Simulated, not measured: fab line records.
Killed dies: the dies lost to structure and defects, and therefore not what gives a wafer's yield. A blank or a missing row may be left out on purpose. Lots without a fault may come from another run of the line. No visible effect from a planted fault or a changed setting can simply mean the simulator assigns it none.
Which tool is to blame? | flow sky130 | 36 wafers from 12 lots sampled at 4 of the route's 708 steps

== WHAT THE GAUGES SHOWED, per wafer ==
SKY_POLY_GATE_THK_MEAS_04. Usual: POLY_GATE_CVD_03_THK gives 75.1 nm (standard deviation 0.62).
lot  | measured     | on           | POLY_GATE_CVD_03_THK (nm) | flag
L875 | day 15 05:23 | filmMetro-01 | 76.3 76.1 76.2            | 
L877 | day 16 01:12 | filmMetro-04 | 75.2 74.9 75.7            | 
L878 | day 17 03:49 | filmMetro-04 | 74.3 75.3 74.9            | 
L880 | day 17 12:19 | filmMetro-02 | 74.5 74.7 74.5            | 
L881 | day 17 17:03 | filmMetro-01 | 75.3 75.0 75.4            | 
L882 | day 17 23:35 | filmMetro-02 | 75.9 75.8 75.9            | 
L883 | day 18 15:51 | filmMetro-04 | 75.4 75.3 75.8            | 
L886 | day 19 11:40 | filmMetro-02 | 75.8 75.6 75.8            | 
L891 | day 21 06:13 | filmMetro-01 | 74.6 74.7 74.3            | 
L892 | day 21 10:44 | filmMetro-01 | 76.0 76.1 75.6            | 
L894 | day 22 06:25 | filmMetro-04 | 74.6 74.9 73.8            | 
L896 | day 23 12:41 | filmMetro-01 | 75.4 75.1 75.3            | 

SKY_LDD_LDN_TW_MEAS_13. Usual: LDD_LDN_TW gives 1480 (standard deviation 14).
lot  | measured     | on           | LDD_LDN_TW     | flag
L875 | day 22 20:37 | filmMetro-01 | 1516 1512 1517 | 
L877 | day 23 17:19 | filmMetro-03 | 1485 1477 1481 | 
L878 | day 24 23:02 | filmMetro-04 | 1460 1465 1460 | 
L880 | day 25 07:16 | filmMetro-01 | 1506 1508 1508 | 
L881 | day 25 13:34 | filmMetro-03 | 1593 1585 1588 | OFF
L882 | day 25 17:31 | filmMetro-04 | 1472 1460 1466 | 
L883 | day 26 08:53 | filmMetro-03 | 1579 1576 1572 | OFF
L886 | day 27 06:12 | filmMetro-03 | 1479 1472 1467 | 
L891 | day 28 19:31 | filmMetro-04 | 1588 1580 1583 | OFF
L892 | day 28 21:58 | filmMetro-01 | 1506 1510 1504 | 
L894 | day 29 15:25 | filmMetro-04 | 1468 1470 1477 | 
L896 | day 30 19:47 | filmMetro-01 | 1506 1507 1505 | 

SKY_SD_P_CD_MEAS_07: target cd 380 nm. Usual: 380.4 nm for cdNm, sd 2.4.
lot  | measured     | on       | cdNm (nm)         | flag
L875 | day 25 10:05 | cdSem-02 | 383.8 383.4 382.7 | 
L877 | day 26 05:32 | cdSem-01 | 379.2 381.7 382.3 | 
L878 | day 27 11:38 | cdSem-01 | 379.8 381.7 379.1 | 
L880 | day 27 19:00 | cdSem-01 | 386.5 382.9 383.2 | 
L881 | day 28 00:43 | cdSem-01 | 382.0 381.1 382.2 | 
L882 | day 28 05:31 | cdSem-02 | 379.9 379.4 381.3 | 
L883 | day 28 18:11 | cdSem-01 | 379.8 381.4 380.0 | 
L886 | day 29 17:29 | cdSem-02 | 377.9 376.6 378.8 | 
L891 | day 31 03:33 | cdSem-02 | 378.4 376.9 377.7 | 
L892 | day 31 06:38 | cdSem-01 | 376.5 376.7 376.4 | 
L894 | day 31 22:38 | cdSem-01 | 381.7 379.5 379.5 | 
L896 | day 33 06:14 | cdSem-01 | 375.9 378.8 377.0 | 

== TOOL THAT RAN EACH LOT (tool first, then ch and the chambers of the sampled wafers, then the start) ==
lot  | SKY_LDD_LDN_IMPLANT_11
L875 | implanter-03 ch 0, day 22 20:22
L877 | implanter-03 ch 0, day 23 17:04
L878 | implanter-03 ch 0, day 24 22:47
L880 | implanter-02 ch 0, day 25 07:01
L881 | implanter-03 ch 0, day 25 12:54
L882 | implanter-01 ch 0, day 25 17:16
L883 | implanter-03 ch 0, day 26 08:19
L886 | implanter-02 ch 0, day 27 05:57
L891 | implanter-03 ch 0, day 28 18:58
L892 | implanter-01 ch 0, day 28 21:45
L894 | implanter-02 ch 0, day 29 15:10
L896 | implanter-01 ch 0, day 30 19:33
- SKY_LDD_LDN_IMPLANT_11

== WHAT THE TOOLS THEMSELVES READ (means of the sampled wafers that have a number; where no wafer has one, the mark that the record gives instead) ==
SKY_LDD_LDN_IMPLANT_11. Usual: beamOnS 9.99 s, standard deviation 0.22; faradayCurrentUA 70.6, standard deviation 1.5.
lot  | tool         | beamOnS (s) | faradayCurrentUA | flag
L875 | implanter-03 | 10.04       | 70.2             | 
L877 | implanter-03 | 9.91        | 70.8             | 
L878 | implanter-03 | 10.14       | 69.3             | 
L880 | implanter-02 | 9.84        | 71.8             | 
L881 | implanter-03 | 9.88        | 71.2             | 
L882 | implanter-01 | 10.14       | 69.7             | 
L883 | implanter-03 | 9.90        | 71.3             | 
L886 | implanter-02 | 10.26       | 68.7             | 
L891 | implanter-03 | 10.03       | 70.4             | 
L892 | implanter-01 | 9.77        | 72.2             | 
L894 | implanter-02 | 10.04       | 70.3             | 
L896 | implanter-01 | 10.02       | 70.5             | 

== THE ANSWER, worked out from the rows above alone ==
Rule: a lot counts as off when the mean over its wafers that have a number is more than 3 standard deviations away from the usual mean. Also off: a lot with no number at a reading for which 4 or more lots have one. Any other lot the step has rows for is counted as sound. First the gauges in route order, then the tools' own readings, where a lot's mean is used as printed above. The first step at which some lot is off is used, and at that step the reading that is off furthest; a lot without a number counts as furthest.
Off: at SKY_LDD_LDN_TW_MEAS_13 (LDD_LDN_TW), L881, L883, L891.
If a tool, at a process step before that reading, ran all the lots that are off and no sound lot after the first of them, it fits. Gauges at SKY_LDD_LDN_TW_MEAS_13: tried the same way as those tools. One fits: SKY_LDD_LDN_IMPLANT_11 on implanter-03. Its last sound lot is L878 (day 24 22:47), its first lot that is off L881 (day 25 12:54): a fault that began between those two fits.

== WHAT THE SIMULATOR PUT IN ==
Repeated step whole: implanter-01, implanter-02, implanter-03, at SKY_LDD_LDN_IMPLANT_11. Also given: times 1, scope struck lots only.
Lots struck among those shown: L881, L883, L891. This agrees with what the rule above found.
